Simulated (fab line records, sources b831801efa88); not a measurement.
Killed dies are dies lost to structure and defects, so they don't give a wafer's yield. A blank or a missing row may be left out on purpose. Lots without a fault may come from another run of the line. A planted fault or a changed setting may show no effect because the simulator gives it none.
A struck lot beside a sound one | flow sky130 | 15 steps out of a route of 708
Sound: wafers L317.1, L317.3, L317.5. Struck: wafers L325.2, L325.4, L325.6. The cause comes at the end.
At each step with rows: each side's tool, then ch and its chambers, then its first start. Under that, the readings that differ: sound wafers | struck wafers | difference of the means | sigmas: that difference in standard deviations of wafers without a fault.
alike: readings whose means differ by less than 2 such deviations, and words and numbers that are the same on both sides. not compared: withheld readings, readings that some wafer has no value for, bounds like >300 that may hide the same value, and numbers for which the record gives no deviation and whose values overlap.
The two part at a step that has a row with sigmas, a row that says differs or no value, or rows on one side only. Numbers that don't overlap but have no deviation are shown without sigmas and don't part them. A reading that every wafer of one side lacks parts them only if that side has two wafers or more.

first, 2 steps without rows for these wafers: SKY_GATE_OXIDE_IMPLANT_11; SKY_GATE_OXIDE_WET_ETCH_12 (etches SiO2 in dHF, target depth 16.8 nm, time 336 s).
SKY_GATE_OXIDE_STRIP_13: strips in O2/N2.
  sound on plasma_asher-01 ch 0,1, day 14 08:30; struck on plasma_asher-02 ch 0,1, day 17 02:13
  alike: drypump_motor_current_A, oes_product_au, strip_time_to_endpoint_s
  not compared: rf_hours_counter_h
SKY_GATE_OXIDE_TW_MEAS_14:
  sound on film_metro-02, day 14 08:36; struck on film_metro-04, day 17 02:20
  reading       | sound       | struck      | difference | sigmas
  GATE_OXIDE_TW | 221 221 220 | 230 230 230 | +9         | +2
then, 3 steps without rows for these wafers: SKY_GATE_OXIDE_CLEAN_15 (cleans in SC1/SC2, time 150 s); SKY_GATE_OXIDE_OXIDATION_16 (stabilise 600 s, purge 300 s, target thk 3.57 nm); SKY_POLY_GATE_CVD_00 (deposits poly-Si, target thk 180 nm, time 720 s).
SKY_POLY_GATE_THK_MEAS_01:
  sound on film_metro-03, day 14 13:32; struck on film_metro-01, day 17 06:21
  alike: POLY_GATE_CVD_00_THK
then, 4 steps without rows for these wafers: SKY_RES_PROTECT_DEHYDRATE_00 (time 60 s); SKY_RES_PROTECT_HMDS_01 (prime time 60 s); SKY_RES_PROTECT_COAT_02 (resist thk 1140 nm); SKY_RES_PROTECT_SOFTBAKE_03 (time 60 s).
SKY_RES_PROTECT_EXPOSE_04: exposes mask RPM, target cd 1270 nm.
  sound on iline_stepper-01 ch 0, day 15 02:34; struck on iline_stepper-02 ch 0, day 17 20:54
  reading                             | sound                   | struck               | difference | sigmas
  model.RES_PROTECT.overlay_x_nm (nm) | -0.7151 -0.7151 -0.7151 | -131.4 -131.4 -131.4 | -130.7     |
  alike: mask, stage_vel_mm_s
then, 1 step without rows for these wafers: SKY_RES_PROTECT_PEB_05.
SKY_PAD_OPEN_PROBE_99:
  the record has rows for the sound wafers here (prober-02, day 46 03:30) and none for the struck ones

WHERE THEY PART
First at SKY_GATE_OXIDE_TW_MEAS_14; last, within this record, at SKY_PAD_OPEN_PROBE_99.

WHY: what the simulator had put in
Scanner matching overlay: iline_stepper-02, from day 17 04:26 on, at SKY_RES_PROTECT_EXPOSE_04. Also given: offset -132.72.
